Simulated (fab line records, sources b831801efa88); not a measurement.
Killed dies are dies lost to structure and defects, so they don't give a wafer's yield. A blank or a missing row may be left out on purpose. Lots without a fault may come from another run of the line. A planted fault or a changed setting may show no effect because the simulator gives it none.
Which tool did it? | flow gf180mcu | 24 lots, 72 wafers sampled, at 6 steps of a route of 602

WHAT THE GAUGES READ, wafer by wafer
GF_V3_CD_MEAS_14: target cd 260 nm. Usual: cd_nm 260.1 nm, standard deviation 1.2.
lot  | measured     | on        | cd_nm (nm)        | flag
L074 | day 22 15:43 | cd_sem-02 | 260.4 259.5 260.8 |
L075 | day 22 19:58 | cd_sem-01 | 258.4 258.6 258.1 |
L076 | day 23 05:20 | cd_sem-01 | 260.7 261.8 261.9 |
L077 | day 23 05:41 | cd_sem-02 | 260.0 260.3 259.2 |
L078 | day 24 05:55 | cd_sem-02 | 259.4 260.8 260.5 |
L079 | day 24 11:02 | cd_sem-01 | 260.4 258.9 258.9 |
L080 | day 24 21:03 | cd_sem-01 | 258.3 258.7 258.3 |
L081 | day 25 12:24 | cd_sem-01 | 260.2 259.9 260.6 |
L082 | day 25 19:07 | cd_sem-02 | 260.4 262.1 261.8 |
L083 | day 25 22:38 | cd_sem-02 | 259.4 260.8 259.5 |
L084 | day 26 06:25 | cd_sem-02 | 261.8 261.8 261.5 |
L085 | day 26 14:44 | cd_sem-02 | 259.9 259.6 260.6 |
L086 | day 26 20:46 | cd_sem-01 | 258.4 259.0 257.2 |
L087 | day 27 00:40 | cd_sem-02 | 259.2 259.5 259.1 |
L089 | day 27 11:48 | cd_sem-01 | 259.1 259.9 259.9 |
L088 | day 27 14:23 | cd_sem-01 | 261.9 262.1 262.0 |
L090 | day 27 19:09 | cd_sem-02 | 259.8 259.5 260.2 |
L091 | day 28 02:19 | cd_sem-02 | 258.8 259.1 258.0 |
L092 | day 28 06:24 | cd_sem-01 | 261.0 260.6 262.0 |
L093 | day 28 08:14 | cd_sem-01 | 260.3 261.5 260.8 |
L094 | day 28 19:01 | cd_sem-01 | 259.2 258.7 258.5 |
L095 | day 29 02:53 | cd_sem-01 | 260.3 259.8 259.3 |
L096 | day 29 07:29 | cd_sem-01 | 262.2 262.0 261.9 |
L097 | day 29 13:37 | cd_sem-01 | 260.7 260.7 261.8 |

GF_TOP_METAL_OVL_MEAS_15. Usual: TOP_METAL_OVL -0.1 nm, standard deviation 1.2.
lot  | measured     | on         | TOP_METAL_OVL (nm) | flag
L074 | day 28 08:35 | overlay-02 | 0.9 -0.7 -1.2      |
L075 | day 28 11:44 | overlay-02 | 2.7 3.7 1.1        |
L076 | day 28 20:09 | overlay-01 | 1.5 1.2 -0.3       |
L077 | day 28 20:19 | overlay-02 | -1.4 -0.2 -0.6     |
L078 | day 29 15:31 | overlay-01 | -0.2 0.0 -0.1      |
L079 | day 29 21:12 | overlay-01 | -0.8 -1.3 -1.6     |
L080 | day 30 06:01 | overlay-01 | 0.5 -0.4 1.1       |
L081 | day 30 18:24 | overlay-01 | 0.7 0.1 0.4        |
L082 | day 31 00:23 | overlay-01 | 0.7 1.1 1.4        |
L083 | day 31 03:46 | overlay-01 | 0.2 1.6 1.0        |
L084 | day 31 10:37 | overlay-01 | -0.8 -1.0 -2.2     |
L085 | day 31 17:43 | overlay-01 | -0.8 1.3 0.7       |
L086 | day 31 23:10 | overlay-01 | -2.2 -0.8 0.1      |
L087 | day 32 02:20 | overlay-01 | 0.7 0.3 1.2        |
L089 | day 32 11:07 | overlay-01 | -0.4 -0.9 -2.5     |
L088 | day 32 13:09 | overlay-01 | -1.0 -0.3 0.7      |
L090 | day 32 16:40 | overlay-01 | -2.6 -1.8 -2.0     |
L091 | day 33 00:16 | overlay-02 | 0.9 -0.4 -0.4      |
L092 | day 33 03:26 | overlay-02 | -1.1 -1.7 -2.7     |
L093 | day 33 04:22 | overlay-01 | -1.0 -0.5 -0.1     |
L094 | day 33 14:08 | overlay-01 | 1.1 0.4 -0.4       |
L095 | day 33 19:12 | overlay-01 | 0.2 0.4 -0.2       |
L096 | day 33 22:25 | overlay-01 | 1.6 0.9 -0.1       |
L097 | day 34 03:29 | overlay-01 | -2.6 -0.3 1.2      |

GF_PASSIVATION_THK_MEAS_03. Usual: PASSIVATION_CVD_02_THK 706 nm, standard deviation 10.
lot  | measured     | on            | PASSIVATION_CVD_02_THK (nm) | flag
L074 | day 28 10:07 | film_metro-04 | 704 705 712                 |
L075 | day 28 13:08 | film_metro-02 | 709 702 698                 |
L076 | day 28 21:30 | film_metro-04 | 700 696 707                 |
L077 | day 28 21:31 | film_metro-03 | 700 681 691                 |
L078 | day 29 16:45 | film_metro-03 | 695 702 702                 |
L079 | day 29 22:24 | film_metro-03 | 699 705 700                 |
L080 | day 30 07:11 | film_metro-04 | 707 718 715                 |
L081 | day 30 19:47 | film_metro-03 | 694 693 714                 |
L082 | day 31 01:54 | film_metro-04 | 706 702 701                 |
L083 | day 31 04:59 | film_metro-02 | 703 696 699                 |
L084 | day 31 11:50 | film_metro-02 | 709 699 726                 |
L085 | day 31 18:53 | film_metro-03 | 702 711 712                 |
L086 | day 32 00:33 | film_metro-04 | 714 714 713                 |
L087 | day 32 03:33 | film_metro-04 | 690 704 707                 |
L089 | day 32 12:17 | film_metro-04 | 713 733 712                 |
L088 | day 32 14:20 | film_metro-04 | 695 711 720                 |
L090 | day 32 17:50 | film_metro-04 | 707 707 721                 |
L091 | day 33 01:26 | film_metro-03 | 693 702 714                 |
L092 | day 33 04:37 | film_metro-04 | 695 710 691                 |
L093 | day 33 05:32 | film_metro-04 | 699 697 711                 |
L094 | day 33 15:22 | film_metro-03 | 712 710 717                 |
L095 | day 33 20:23 | film_metro-02 | 705 710 714                 |
L096 | day 33 23:36 | film_metro-03 | 711 713 714                 |
L097 | day 34 04:41 | film_metro-04 | 685 697 697                 |

WHICH TOOL RAN EACH LOT (tool, then ch and the chambers of the sampled wafers, then the start)
lot  | GF_PSD_RTA_13                    | GF_CONTACT_CMP_27             | GF_V4_SPUTTER_22
L074 | rtp_anneal-01 ch 0, day 14 14:11 | cmp-02 ch 0,1, day 16 10:52   | pvd_sputter-02, day 24 17:37
L075 | rtp_anneal-02 ch 0, day 14 16:19 | cmp-02 ch 1,2,3, day 16 14:15 | pvd_sputter-01, day 24 21:35
L076 | rtp_anneal-01 ch 0, day 15 01:24 | cmp-01 ch 0,1,2, day 16 23:44 | pvd_sputter-01, day 25 05:57
L077 | rtp_anneal-02 ch 0, day 15 01:32 | cmp-02 ch 0,1,3, day 17 00:05 | pvd_sputter-04, day 25 06:52
L078 | rtp_anneal-02 ch 0, day 16 01:36 | cmp-02 ch 0,1, day 18 00:20   | pvd_sputter-04, day 26 04:11
L079 | rtp_anneal-01 ch 0, day 16 06:34 | cmp-02 ch 0,2,3, day 18 06:36 | pvd_sputter-02, day 26 09:30
L080 | rtp_anneal-02 ch 0, day 16 16:29 | cmp-02 ch 1,2, day 18 16:35   | pvd_sputter-01, day 26 19:50
L081 | rtp_anneal-01 ch 0, day 17 07:04 | cmp-01 ch 0,2,3, day 19 08:07 | pvd_sputter-02, day 27 08:50
L082 | rtp_anneal-01 ch 0, day 17 14:35 | cmp-01 ch 1,2, day 19 16:13   | pvd_sputter-04, day 27 16:09
L083 | rtp_anneal-02 ch 0, day 17 19:24 | cmp-01 ch 0,2,3, day 19 20:40 | pvd_sputter-01, day 27 19:41
L084 | rtp_anneal-01 ch 0, day 18 03:53 | cmp-01 ch 1,2, day 20 06:02   | pvd_sputter-02, day 28 03:34
L085 | rtp_anneal-01 ch 0, day 18 14:24 | cmp-02 ch 0,1,3, day 20 15:49 | pvd_sputter-04, day 28 10:43
L086 | rtp_anneal-01 ch 0, day 18 19:16 | cmp-02 ch 0,1,3, day 20 21:27 | pvd_sputter-01, day 28 16:49
L087 | rtp_anneal-02 ch 0, day 18 21:04 | cmp-02 ch 1,2,3, day 20 22:56 | pvd_sputter-02, day 28 20:11
L089 | rtp_anneal-02 ch 0, day 19 13:03 | cmp-02 ch 0,3, day 21 16:21   | pvd_sputter-04, day 29 07:10
L088 | rtp_anneal-02 ch 0, day 19 15:19 | cmp-01 ch 2,3, day 21 18:39   | pvd_sputter-04, day 29 09:43
L090 | rtp_anneal-02 ch 0, day 19 22:05 | cmp-02 ch 0,1,2, day 22 00:51 | pvd_sputter-02, day 29 14:10
L091 | rtp_anneal-02 ch 0, day 20 05:55 | cmp-01 ch 0,1,3, day 22 08:48 | pvd_sputter-01, day 29 22:04
L092 | rtp_anneal-02 ch 0, day 20 10:01 | cmp-02 ch 0,2, day 22 12:33   | pvd_sputter-04, day 30 00:24
L093 | rtp_anneal-02 ch 0, day 20 14:01 | cmp-02 ch 0,1, day 22 16:06   | pvd_sputter-01, day 30 02:20
L094 | rtp_anneal-02 ch 0, day 21 01:43 | cmp-02 ch 2,3, day 23 04:24   | pvd_sputter-01, day 30 13:11
L095 | rtp_anneal-01 ch 0, day 21 13:03 | cmp-01 ch 0,2,3, day 23 15:05 | pvd_sputter-02, day 30 20:07
L096 | rtp_anneal-02 ch 0, day 21 17:47 | cmp-01 ch 0,1,2, day 23 19:58 | pvd_sputter-02, day 30 23:45
L097 | rtp_anneal-02 ch 0, day 22 02:26 | cmp-01 ch 0,2, day 24 03:53   | pvd_sputter-02, day 31 06:08
- GF_PSD_RTA_13: time 20 s.
- GF_CONTACT_CMP_27: polishes, stops on SiO2, t overpolish 15 s, target thk 0 nm.
- GF_V4_SPUTTER_22: material TiN, target thk 10 nm, time 40 s.

WHAT THE TOOLS THEMSELVES READ (means of the sampled wafers that have a number; where no wafer has one, the mark that the record gives instead)
GF_PSD_RTA_13. Usual: lamp_power_pct 33.6 %, standard deviation 1.8; wafer_temp_C_max 1029.0, standard deviation 1.
lot  | tool          | lamp_power_pct (%) | wafer_temp_C_max | flag
L074 | rtp_anneal-01 | 31.3               | 1027.6           |
L075 | rtp_anneal-02 | 35.0               | 1029.7           |
L076 | rtp_anneal-01 | 31.3               | 1028.0           |
L077 | rtp_anneal-02 | 35.0               | 1028.7           |
L078 | rtp_anneal-02 | 35.0               | 1029.1           |
L079 | rtp_anneal-01 | 31.3               | 1028.2           |
L080 | rtp_anneal-02 | 35.0               | 1030.5           |
L081 | rtp_anneal-01 | 31.4               | 1027.7           |
L082 | rtp_anneal-01 | 31.3               | 1027.8           |
L083 | rtp_anneal-02 | 35.0               | 1030.3           |
L084 | rtp_anneal-01 | 31.3               | 1029.0           |
L085 | rtp_anneal-01 | 31.3               | 1027.9           |
L086 | rtp_anneal-01 | 31.3               | 1028.2           |
L087 | rtp_anneal-02 | 35.0               | 1030.0           |
L089 | rtp_anneal-02 | 35.1               | 1030.1           |
L088 | rtp_anneal-02 | 35.0               | 1029.1           |
L090 | rtp_anneal-02 | 35.1               | 1029.1           |
L091 | rtp_anneal-02 | 35.1               | 1029.4           |
L092 | rtp_anneal-02 | 35.0               | 1029.7           |
L093 | rtp_anneal-02 | 35.1               | 1028.7           |
L094 | rtp_anneal-02 | 35.1               | 1030.0           |
L095 | rtp_anneal-01 | 31.3               | 1028.6           |
L096 | rtp_anneal-02 | 35.0               | 1029.4           |
L097 | rtp_anneal-02 | 35.1               | 1028.9           |

GF_CONTACT_CMP_27. Usual: motor_current_A 10.9 A, standard deviation 0.64; overpolish_run_s 15.001 s, standard deviation 0.0099; time_to_endpoint_s 71.3 s, standard deviation 2.7.
lot  | tool   | motor_current_A (A) | overpolish_run_s (s) | time_to_endpoint_s (s) | flag
L074 | cmp-02 | 10.3                | 14.994               | 69.1                   |
L075 | cmp-02 | 10.5                | 15.002               | 66.7                   |
L076 | cmp-01 | 11.1                | 15.003               | 69.2                   |
L077 | cmp-02 | 11.1                | 15.004               | 66.7                   |
L078 | cmp-02 | 11.0                | 15.005               | 72.9                   |
L079 | cmp-02 | 11.0                | 14.995               | 72.7                   |
L080 | cmp-02 | 10.0                | 14.998               | 73.7                   |
L081 | cmp-01 | 11.1                | 15.010               | 74.9                   |
L082 | cmp-01 | 11.1                | 15.002               | 71.8                   |
L083 | cmp-01 | 11.0                | 15.001               | 74.1                   |
L084 | cmp-01 | 11.5                | 14.995               | 69.2                   |
L085 | cmp-02 | 11.1                | 15.007               | 72.4                   |
L086 | cmp-02 | 10.7                | 15.015               | 68.3                   |
L087 | cmp-02 | 10.5                | 15.007               | 72.1                   |
L089 | cmp-02 | 11.1                | 14.999               | 71.6                   |
L088 | cmp-01 | 11.2                | 14.992               | 70.4                   |
L090 | cmp-02 | 10.4                | 14.997               | 69.7                   |
L091 | cmp-01 | 11.2                | 14.991               | 74.0                   |
L092 | cmp-02 | 11.2                | 15.008               | 70.7                   |
L093 | cmp-02 | 10.4                | 15.003               | 74.3                   |
L094 | cmp-02 | 10.5                | 14.995               | 70.1                   |
L095 | cmp-01 | 11.1                | 14.995               | 71.2                   |
L096 | cmp-01 | 11.4                | 15.004               | 70.9                   |
L097 | cmp-01 | 10.9                | 15.006               | 69.8                   |

GF_V4_SPUTTER_22. Usual: throttle_valve_pct 29.6 %, standard deviation 1.
lot  | tool           | throttle_valve_pct (%) | flag
L074 | pvd_sputter-02 | 29.5                   |
L075 | pvd_sputter-01 | 31.2                   |
L076 | pvd_sputter-01 | 30.0                   |
L077 | pvd_sputter-04 | 29.4                   |
L078 | pvd_sputter-04 | 28.8                   |
L079 | pvd_sputter-02 | 29.1                   |
L080 | pvd_sputter-01 | 30.0                   |
L081 | pvd_sputter-02 | 29.0                   |
L082 | pvd_sputter-04 | 28.8                   |
L083 | pvd_sputter-01 | 29.6                   |
L084 | pvd_sputter-02 | 28.5                   |
L085 | pvd_sputter-04 | 29.8                   |
L086 | pvd_sputter-01 | 31.0                   |
L087 | pvd_sputter-02 | 29.0                   |
L089 | pvd_sputter-04 | 29.3                   |
L088 | pvd_sputter-04 | 30.0                   |
L090 | pvd_sputter-02 | 29.3                   |
L091 | pvd_sputter-01 | 30.2                   |
L092 | pvd_sputter-04 | 29.3                   |
L093 | pvd_sputter-01 | 30.5                   |
L094 | pvd_sputter-01 | 29.2                   |
L095 | pvd_sputter-02 | 28.9                   |
L096 | pvd_sputter-02 | 28.9                   |
L097 | pvd_sputter-02 | 29.1                   |

THE ANSWER, worked out from the rows above alone
Rule: a lot is off if the mean of its wafers that have a number lies more than 3 standard deviations from the usual mean. A lot without any number at a reading at which 4 lots or more have one is off too. The other lots that the step has rows for count as sound. The gauges are gone through in route order, then the tools' own readings, and for those a lot's mean is taken as printed above. The first step at which some lot is off is used, and at that step the reading that is off furthest; a lot without a number counts as furthest.
No lot is off at any reading shown: from this, nothing can be told.

WHAT THE SIMULATOR HAD PUT IN
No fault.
